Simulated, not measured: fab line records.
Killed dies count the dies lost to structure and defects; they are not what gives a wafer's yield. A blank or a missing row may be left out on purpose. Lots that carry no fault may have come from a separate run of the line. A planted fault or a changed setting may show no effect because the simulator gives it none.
8D (eight disciplines) problem report, filled in by code ; flow gf180mcu ; the parts of the form that need people (team, actions taken, sign-off) are left out

1. THE PROBLEM
V4_CVD_00_THK at GF_V4_THK_MEAS_01 reads a mean of 512 nm on 6 wafers of 2 lots; wafers without a fault read 601 nm with a standard deviation of 7. That puts it -13 standard deviations away from the usual mean.
First observed at day 28 11:01: wafer L756.1, on film_metro-03. At this step, 33 wafers from 11 lots have a number in the record. Rule for "out", or "out of limits": more than 4 standard deviations from the usual mean. All remaining wafers that have a number are taken as sound.

2. WHAT IT IS; WHAT IT IS NOT
question;is;is not
which readings at this step;V4_CVD_00_THK;-
which lots;L756, L759;L741, L743, L747, L748, L749, L757, L762, L763, L764
which wafers of those lots;all that have a number;-
read on which gauges;film_metro-03, film_metro-04;film_metro-02
when;from day 28 11:01;"up to then (15 sound wafers); but 12 sound wafers of L757, L762, L763, L764 came after"

3. THE SUSPECTS, EACH WITH WHAT RULES IT OUT
Counting: any tool at a process step up to the reading is kept as a suspect provided that every lot that is out went through it and no sound lot did after the first of them.
- the gauge at GF_V4_THK_MEAS_01: ruled out. 2 gauges (film_metro-03, film_metro-04) read the wafers that are out.
- plasma_asher-04 at GF_M4_STRIP_17 (strips in O2/N2): ruled out as a lasting fault. After its first lot that is out, L756 (day 28 10:24), sound lots L763, L764 ran on it.
- hdpcvd-02 at GF_V4_CVD_00 (deposits SiO2, target thk 600 nm, time 100 s): kept. All lots that are out passed through it, beginning with L756 at day 28 10:56, and no sound lot followed; its final sound lot before that point was L747 at day 25 15:50. Out on those wafers are its own readings of sih4_flow_sccm.
Remaining after the count: hdpcvd-02 at GF_V4_CVD_00.

4. THE CAUSE (what the simulator had put in)
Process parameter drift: hdpcvd-02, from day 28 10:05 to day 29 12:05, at GF_V4_CVD_00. Setting sih4_flow_sccm, moved by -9, from 60. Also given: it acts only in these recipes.
Counting left only this tool.

5. SEQUENCE OF EFFECTS, ordered by route
Rows list readings where the struck wafers' mean (over those with a number) sits beyond 3 standard deviations from the usual. Only readings for which the record gives a usual standard deviation are gone through. hours: the time from each lot's start at the first step in this table that gives one to its start at this step, as a median over the lots. sigmas: the change in usual standard deviations.
hours;step;reading;usual;on struck wafers;change;sigmas
0;GF_V4_CVD_00;sih4_flow_sccm;60.01 sccm;50.96;-9.05;-48
0;GF_V4_THK_MEAS_01;V4_CVD_00_THK;601 nm;512;-89;-13
Process steps it contains:
- GF_V4_CVD_00: deposits SiO2, target thk 600 nm, time 100 s.

6. WHAT WOULD HAVE CAUGHT IT SOONER
In this record the first reading out of limits at a measuring or inspecting step was taken at day 28 11:01, 1 hour after the fault began at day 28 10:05.
Tool's own readings at GF_V4_CVD_00, sih4_flow_sccm: out on all struck wafers the step has rows for; an alarm limit on them would have tripped on the first.
Lots out: 2; of these, L759 started GF_V4_CVD_00 on hdpcvd-02 after day 28 11:01. Putting the tool on hold at that point would have spared it.
